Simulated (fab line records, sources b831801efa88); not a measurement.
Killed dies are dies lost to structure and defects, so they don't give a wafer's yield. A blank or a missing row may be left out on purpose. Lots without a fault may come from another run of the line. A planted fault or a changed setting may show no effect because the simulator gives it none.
A struck lot beside a sound one | flow sky130 | 16 steps out of a route of 708
Sound: wafers L348.2, L348.3, L348.4. Struck: wafer L356.4. (L356.1, L356.3 of the same lot were not struck and are left out.) The cause comes at the end.
At each step with rows: each side's tool, then ch and its chambers, then its first start. Under that, the readings that differ: sound wafers | struck wafers | difference of the means | sigmas: that difference in standard deviations of wafers without a fault.
alike: readings whose means differ by less than 2 such deviations, and words and numbers that are the same on both sides. not compared: withheld readings, readings that some wafer has no value for, bounds like >300 that may hide the same value, and numbers for which the record gives no deviation and whose values overlap.
The two part at a step that has a row with sigmas, a row that says differs or no value, or rows on one side only. Numbers that don't overlap but have no deviation are shown without sigmas and don't part them. A reading that every wafer of one side lacks parts them only if that side has two wafers or more.

SKY_METAL1_THK_MEAS_06: measures by xrf.
  sound on film_metro-01, day 33 15:46; struck on film_metro-01, day 36 06:38
  reading              | sound       | struck | difference | sigmas
  METAL1_ALCU_THK (nm) | 257 256 258 | 246    | -11        | -3
then, 8 steps without rows for these wafers: SKY_METAL1_DEHYDRATE_07 (time 60 s); SKY_METAL1_HMDS_08 (prime time 60 s); SKY_METAL1_COAT_09 (resist thk 60 nm); SKY_METAL1_COAT_10 (resist thk 450 nm); SKY_METAL1_SOFTBAKE_11 (time 90 s); SKY_METAL1_EXPOSE_12 (exposes mask MM1, target cd 140 nm); SKY_METAL1_PEB_13; SKY_METAL1_DEVELOP_14 (develop time 60 s).
SKY_METAL1_CD_MEAS_15: target cd 140 nm.
  sound on cd_sem-02, day 34 18:28; struck on cd_sem-02, day 37 08:14
  alike: cd_nm
SKY_METAL1_OVL_MEAS_16:
  sound on overlay-01, day 34 18:34; struck on overlay-01, day 37 08:22
  alike: METAL1_OVL
SKY_METAL1_DESCUM_17: chemistry O2, time 8 s.
  sound on rie_metal-02 ch 0,1, day 34 18:35; struck on rie_metal-02 ch 1, day 37 08:23
  reading                     | sound       | struck | difference | sigmas
  drypump_motor_current_A (A) | 6.4 6.3 5.2 | 5.2    | -0.8       | -2
  alike: oes_product_au
  not compared: rf_hours_counter_h
SKY_METAL1_ETCH_18: etches BARC in N2/H2, stops on SiO2, time 45.9 s, target depth 60 nm.
  sound on rie_metal-02 ch 0,1, day 34 18:37; struck on rie_metal-02 ch 1, day 37 08:25
  reading                                       | sound             | struck | difference | sigmas
  drypump_motor_current_A (A)                   | 6.4 6.4 5.2       | 5.2    | -0.8       | -2
  oes_product_au (a.u.)                         | 0.854 0.861 0.853 | 0.837  | -0.019     | -4
  model.KrF-thick_of_METAL1_COAT_10.thk_nm (nm) | 395.3 395 393.9   | 397.6  | +2.9       |
  model.etch.depth_nm (nm)                      | 60.23 60.12 60.25 | 58.9   | -1.3       |
  alike: throttle_valve_pct
  not compared: rf_hours_counter_h
SKY_METAL1_METAL_ETCH_19: etches the open film in Cl2/BCl3, stops on SiO2, target depth 360 nm, time 78 s.
  sound on rie_metal-02 ch 0,1, day 34 18:41; struck on rie_metal-02 ch 1, day 37 08:29
  reading                     | sound       | struck | difference | sigmas
  drypump_motor_current_A (A) | 6.3 6.3 5.2 | 5.2    | -0.7       | -2
  alike: oes_product_au, throttle_valve_pct
  not compared: rf_hours_counter_h, model.KrF-thick_of_METAL1_COAT_10.thk_nm
SKY_METAL1_STRIP_20: strips in O2/N2.
  sound on plasma_asher-01 ch 0,1, day 34 18:47; struck on plasma_asher-02 ch 1, day 37 08:35
  alike: drypump_motor_current_A, oes_product_au, strip_time_to_endpoint_s
  not compared: rf_hours_counter_h
-- the record jumps here: 12 days lie between the struck wafers' starts before and after (it left off in module METAL1 and takes up again in module PAD_OPEN, whose first step shown is number 708 of the route) --
SKY_PAD_OPEN_PROBE_99:
  sound on prober-02, day 47 03:07; struck on prober-02, day 49 05:13
  reading                                | sound              | struck | difference | sigmas
  model.etest.tester.sort_n_pass         | 410 412 401        | 100    | -308       |
  model.etest.tester.sort_yield_pct (%)  | 83.33 83.74 81.5   | 20.33  | -62.53     |
  model.etest.tester.sort_bin_3_pct (%)  | 0.4065 1.423 0.813 | 60.77  | +59.89     |
  model.etest.cap_thick_oxide.over_limit | 0 0 0              | 1      | +1         |
  model.etest.sram_nfet_pass.short       | 0 0 0              | 1      | +1         |
  model.etest.iso_nwell_nwell.over_limit | 0 0 0              | 1      | +1         |
  model.etest.met3.short                 | 0 0 0              | 1      | +1         |
  model.etest.cap_mim2.over_limit        | 0 0 0              | 1      | +1         |
  alike: defect_limited_yield, killed_at_M0_to_M3, killed_at_M4_up, killed_at_contacts, killed_at_front_end, killed_at_other, killed_dies, killed_open, killed_short

WHERE THEY PART
First at SKY_METAL1_THK_MEAS_06; last, within this record, at SKY_METAL1_METAL_ETCH_19. Later steps at which nothing parts them and some readings are alike: SKY_METAL1_STRIP_20, SKY_PAD_OPEN_PROBE_99.

WHY: what the simulator had put in
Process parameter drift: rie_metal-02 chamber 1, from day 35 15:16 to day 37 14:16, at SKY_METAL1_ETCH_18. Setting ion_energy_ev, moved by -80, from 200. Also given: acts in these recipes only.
